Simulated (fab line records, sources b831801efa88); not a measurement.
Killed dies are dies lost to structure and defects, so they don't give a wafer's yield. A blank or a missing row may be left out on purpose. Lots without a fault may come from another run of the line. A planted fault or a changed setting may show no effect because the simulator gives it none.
fab line records | flow sfq_line
record lots=14 wafers=42 last_day=81
route steps=325 shown R5@226 M6@252 I6@277
lots that met no fault: from a run of the same line without faults
start_h: hours from the record's first day to the start of the lot's first wafer shown | wait_h: hours since the lot's step before | " the same as in the row above | L1.1+2: a row that stands for several wafers | - no value, or no start given | * or withheld: withheld | < > ~ a bound
route shown NAME@n: a module of which the file shows steps, and the number in the route of the first | usual: mean/standard deviation of fault-free wafers | same: alike in all rows | chamber/n: place in a boat | sites: the reading at each site | _std_site: their standard deviation | _edge_site: outer sites' mean less inner sites' | radius_mm: how far each site lies from the wafer's centre | mask NAME#n: copy n | behind: the tool/chamber that last shaped the wafer | hold: why the lot was held/for how many hours/how that ended | device: the transistor (n, p or np) that didn't switch | end of line: the same wafers' tests at the end of the route | a step without rows: its recipe alone | killed: dies lost to structure and defects at the first sort, not the wafer's yield | map: a wafer's dies, x killed, . not, _ none there
set.NAME: the setting as run; set.NAME@STEP: as run at that earlier step | model.NAME: the simulator's own value behind a step, which no gauge read
steps of the route over a sample of lots; a table a step, a row a wafer
services: from which hour (start_h, from the record's first day; less than 0 if before it) a tool's chamber was out of use, for how many hours, and why
## steps
# step SFQ_TRILAYER_R5_STRIP_STRIP_140
# recipe gas=O2 power_w=200 platen_temp_c=40 overash_fraction=0.65 chemistry=O2 pressure_mtorr=50
# usual drypump_motor_current_A=5.9/0.4 oes_product_au=1.000/0.0083
# columns lot.wafer tool chamber start_h wait_h drypump_motor_current_A oes_product_au rf_hours_counter_h
L236.1 rie_metal-03 0 1209.69 0.0 5.7 1.005 8
L236.2 " 1 " " 6.3 0.997 143
L236.4 " 1 " " 6.3 0.988 -
L237.3 rie_metal-04 1 1214.09 0.2 5.8 1.014 -
L237.5 " 1 " " 5.8 1.004 -
L237.6 " 0 " " 5.3 1.003 -
L240.1 rie_metal-04 1 1313.09 0.0 5.8 1.010 27
L240.3 " 0 " " 5.2 1.015 -
L240.6 " 1 " " 5.8 1.015 -
L241.2 rie_metal-02 1 1339.46 0.0 6.3 0.989 10
L241.3 " 1 " " 6.2 0.989 -
L241.4 " 0 " " 6.4 0.991 -
L242.1 rie_metal-03 0 1347.86 0.0 5.7 1.004 30
L242.3 " 1 " " 6.3 1.002 -
L242.5 " 0 " " 5.7 0.999 -
L243.1 rie_metal-03 0 1350.26 0.0 5.7 1.014 30
L243.2 " 1 " " 6.3 0.999 17
L243.5 " 0 " " 5.7 0.996 -
L244.1 rie_metal-04 1 1398.52 0.0 5.8 0.999 44
L244.2 " 0 " " 5.3 1.013 123
L244.4 " 1 " " 5.9 1.003 -
L245.3 rie_metal-03 1 1399.92 0.2 6.3 1.003 -
L245.4 " 0 " " 5.7 1.006 -
L245.6 " 1 " " 6.3 1.000 -
L246.2 rie_metal-04 1 1473.17 0.0 5.8 1.007 53
L246.5 " 0 " " 5.2 0.998 -
L246.6 " 1 " " 5.8 1.004 -
L247.1 rie_metal-04 1 1474.37 0.0 5.8 1.010 54
L247.4 " 1 " " 5.8 0.998 -
L247.6 " 0 " " 5.3 0.991 -
L251.1 rie_metal-02 0 1609.08 0.0 6.4 0.999 120
L251.2 " 1 " " 6.2 0.984 44
L251.4 " 1 " " 6.2 0.983 -
L252.2 rie_metal-02 1 1611.48 0.0 6.2 0.993 44
L252.3 " 0 " " 6.4 0.994 -
L252.5 " 1 " " 6.2 0.991 -
L253.2 rie_metal-04 0 1614.62 0.0 5.3 0.993 11
L253.3 " 0 " " 5.2 1.006 -
L253.5 " 1 " " 5.8 0.999 -
L255.3 rie_metal-04 1 1658.77 0.2 5.9 1.014 -
L255.5 " 0 " " 5.3 1.002 -
L255.6 " 1 " " 5.8 1.005 -
# step SFQ_TRILAYER_M6_DEP_SPUTTER_157
# recipe material=Nb base_pressure_pa=1.33e-06 chamber_pressure_pa=0.1333 substrate_temp_c=20 target_thk_nm=200 power_w=2000 time_s=133.3
# usual throttle_valve_pct=30.0/0.72
# same time_s=133.3
# columns lot.wafer tool chamber start_h wait_h throttle_valve_pct
L236.1 pvd_sputter-05 - 1320.63 0.0 31.0
L236.2 " - " " 30.1
L236.4 " - " " 29.9
L237.3 pvd_sputter-05 - 1345.05 0.0 29.8
L237.5 " - " " 31.2
L237.6 " - " " 30.5
L240.1 pvd_sputter-05 - 1424.75 0.0 30.2
L240.3 " - " " 30.1
L240.6 " - " " 29.9
L241.2 pvd_sputter-05 - 1478.78 0.0 29.8
L241.3 " - " " 30.5
L241.4 " - " " 31.2
L242.1 pvd_sputter-04 - 1480.00 0.0 30.4
L242.3 " - " " 30.4
L242.5 " - " " 28.2
L243.1 pvd_sputter-05 - 1482.38 0.0 30.2
L243.2 " - " " 30.2
L243.5 " - " " 30.1
L244.1 pvd_sputter-04 - 1486.11 0.0 29.9
L244.2 " - " " 30.6
L244.4 " - " " 30.3
L245.3 pvd_sputter-04 - 1518.89 0.0 30.5
L245.4 " - " " 29.8
L245.6 " - " " 28.5
L246.2 pvd_sputter-04 - 1589.34 0.0 30.2
L246.5 " - " " 30.9
L246.6 " - " " 29.6
L247.1 pvd_sputter-06 - 1591.85 0.0 30.9
L247.4 " - " " 29.6
L247.6 " - " " 30.4
L251.1 pvd_sputter-06 - 1625.05 0.0 28.7
L251.2 " - " " 30.2
L251.4 " - " " 29.6
L252.2 pvd_sputter-06 - 1708.29 0.0 29.0
L252.3 " - " " 30.3
L252.5 " - " " 29.6
L253.2 pvd_sputter-06 - 1713.54 0.0 29.4
L253.3 " - " " 28.7
L253.5 " - " " 29.4
L255.3 pvd_sputter-04 - 1755.23 0.0 30.7
L255.5 " - " " 28.3
L255.6 " - " " 30.0
# step SFQ_M6_RS_MEAS_938
# recipe thk_meas_gauge=four-point-probe reads=Nb_of_TRILAYER_M6_DEP_SPUTTER_157
# usual M6_NB_RS=0.890/0.012
# columns lot.wafer tool chamber start_h wait_h M6_NB_RS[ohm/sq]
L236.1 film_metro-04 - 1320.72 0.0 0.891
L236.2 " - " " 0.901
L236.4 " - " " 0.881
L237.3 film_metro-03 - 1345.19 0.1 0.899
L237.5 " - " " 0.900
L237.6 " - " " 0.895
L240.1 film_metro-02 - 1424.84 0.0 0.881
L240.3 " - " " 0.901
L240.6 " - " " 0.877
L241.2 film_metro-04 - 1478.89 0.1 0.886
L241.3 " - " " 0.890
L241.4 " - " " 0.900
L242.1 film_metro-02 - 1480.09 0.0 0.874
L242.3 " - " " 0.880
L242.5 " - " " 0.865
L243.1 film_metro-04 - 1482.47 0.0 0.904
L243.2 " - " " 0.891
L243.5 " - " " 0.902
L244.1 film_metro-02 - 1486.20 0.0 0.876
L244.2 " - " " 0.879
L244.4 " - " " 0.882
L245.3 film_metro-04 - 1519.02 0.1 0.887
L245.4 " - " " 0.884
L245.6 " - " " 0.889
L246.2 film_metro-02 - 1589.45 0.1 0.883
L246.5 " - " " 0.871
L246.6 " - " " 0.889
L247.1 film_metro-02 - 1591.94 0.0 0.874
L247.4 " - " " 0.879
L247.6 " - " " 0.869
L251.1 film_metro-04 - 1625.14 0.0 0.886
L251.2 " - " " 0.872
L251.4 " - " " 0.885
L252.2 film_metro-03 - 1708.40 0.1 0.900
L252.3 " - " " 0.890
L252.5 " - " " 0.895
L253.2 film_metro-04 - 1713.65 0.1 0.903
L253.3 " - " " 0.889
L253.5 " - " " 0.901
L255.3 film_metro-03 - 1755.36 0.1 0.906
L255.5 " - " " 0.887
L255.6 " - " " 0.896
# step SFQ_TRILAYER_I6_VIA_BARC_OPEN_VIA_ETCH_235
# recipe mask_material=PR chemistry=O2 target_depth_nm=125 target=BARC source_w=500 bias_w=80 pressure_mtorr=30 time_s=41.7
# usual drypump_motor_current_A=5.6/0.52 oes_product_au=0.685/0.0047 run_length_s=70.1/0.54
# columns lot.wafer tool chamber start_h wait_h drypump_motor_current_A oes_product_au rf_hours_counter_h run_length_s
L236.1 rie_diel-01 3 1555.93 0.0 4.8 0.682 9 70.0
L236.2 " 2 " " 5.5 0.678 14 71.3
L236.4 " 0 " " 4.8 0.689 18 70.2
L237.3 rie_diel-02 3 1560.73 0.0 5.4 0.680 21 70.2
L237.5 " 0 " " 5.9 0.686 - 70.8
L237.6 " 3 " " 5.4 0.679 - 69.9
L240.1 rie_diel-02 0 1565.65 0.0 5.9 0.688 14 71.0
L240.3 " 1 " " 6.4 0.693 11 70.4
L240.6 " 3 " " 5.4 0.680 - 70.3
L241.2 rie_diel-03 2 1595.50 0.0 5.7 0.693 14 69.5
L241.3 " 3 " " 6.3 0.688 0 69.8
L241.4 " 1 " " 6.4 0.683 2 69.8
L242.1 rie_diel-02 3 1596.70 0.0 5.4 0.677 0 70.6
L242.3 " 2 " " 5.5 0.687 17 69.3
L242.5 " 3 " " 5.4 0.687 - 69.9
L243.1 rie_diel-01 0 1597.90 0.0 4.8 0.688 19 70.4
L243.2 " 3 " " 4.8 0.691 9 70.2
L243.5 " 3 " " 4.8 0.682 - 69.7
L244.1 rie_diel-03 2 1601.00 0.0 5.7 0.687 14 69.1
L244.2 " 1 " " 6.4 0.686 2 70.0
L244.4 " 3 " " 6.2 0.680 0 69.6
L245.3 rie_diel-01 2 1711.82 0.0 5.5 0.685 15 70.7
L245.4 " 3 " " 4.8 0.693 11 69.9
L245.6 " 2 " " 5.5 0.679 - 70.8
L246.2 rie_diel-03 2 1715.42 0.0 5.7 0.688 15 69.4
L246.5 " 2 " " 5.7 0.682 - 69.6
L246.6 " 1 " " 6.4 0.686 - 70.1
L247.1 rie_diel-01 1 1718.17 0.0 5.9 0.598 17 85.2
L247.4 " 0 " " 4.8 0.698 21 70.4
L247.6 " 1 " " 5.9 0.602 - 85.2
L251.1 rie_diel-01 2 1756.57 0.0 5.5 0.685 16 71.3
L251.2 " 1 " " 5.9 0.598 18 85.4
L251.4 " 0 " " 4.8 0.682 21 71.2
L252.2 rie_diel-03 0 1762.37 0.0 5.3 0.688 6 70.3
L252.3 " 3 " " 6.2 0.682 2 69.5
L252.5 " 1 " " 6.4 0.688 - 69.8
L253.2 rie_diel-02 2 1763.57 0.0 5.5 0.676 19 69.9
L253.3 " 1 " " 6.4 0.689 13 70.5
L253.5 " 2 " " 5.4 0.695 - 69.6
L255.3 rie_diel-02 0 1774.65 0.0 5.9 0.682 16 70.2
L255.5 " 2 " " 5.5 0.686 - 69.8
L255.6 " 3 " " 5.4 0.681 - 70.5
## services
# columns tool chamber start_h hours kind
rie_diel-02 0 1185.74 18.1 repair
rie_diel-01 1 1220.42 23.7 repair
rie_diel-02 3 1268.33 8.9 repair
pvd_sputter-05 - 1290.08 0.6 repair
pvd_sputter-04 - 1301.26 4.8 repair
rie_diel-01 1 1342.99 5.4 repair
rie_metal-04 0 1356.73 22.2 repair
pvd_sputter-05 - 1408.98 6.7 repair
pvd_sputter-04 - 1410.27 3.9 repair
rie_diel-02 0 1422.31 1.7 repair
rie_diel-01 3 1429.54 10.8 repair
pvd_sputter-05 - 1444.33 3.9 repair
pvd_sputter-05 - 1445.45 5.9 repair
rie_diel-02 2 1487.40 10.3 repair
rie_metal-04 0 1522.88 26.9 repair
rie_metal-04 - 1526.55 2.8 pm
rie_diel-01 - 1546.56 2.8 pm
pvd_sputter-04 - 1576.80 8.2 repair
pvd_sputter-05 - 1579.49 1.4 repair
rie_diel-01 1 1596.74 4.4 repair
rie_diel-01 2 1600.44 3.6 repair
rie_diel-02 0 1654.53 3.7 repair
rie_metal-04 - 1684.78 4.3 pm
rie_metal-04 0 1766.39 15.0 repair
## key
first_sign step=SFQ_TRILAYER_I6_VIA_BARC_OPEN_VIA_ETCH_235 reading=run_length_s direction=up sigmas=28 usual=* struck=*
effect step=SFQ_TRILAYER_I6_VIA_BARC_OPEN_VIA_ETCH_235 reading=oes_product_au direction=down sigmas=18 usual=0.685 struck=0.599
met_at SFQ_TRILAYER_I6_VIA_BARC_OPEN_VIA_ETCH_235
struck_lots L247,L251
struck_wafers L247.1,L247.6,L251.2
not_acting_at SFQ_TRILAYER_R5_STRIP_STRIP_140,SFQ_TRILAYER_M6_DEP_SPUTTER_157,SFQ_M6_RS_MEAS_938
fault kind=process_parameter_drift tool=rie_diel-01 chamber=1 onset_h=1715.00 steps=SFQ_TRILAYER_I6_VIA_BARC_OPEN_VIA_ETCH_235 channel=time_s offset=* shape=step end_h=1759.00 acts_in=* stated=*
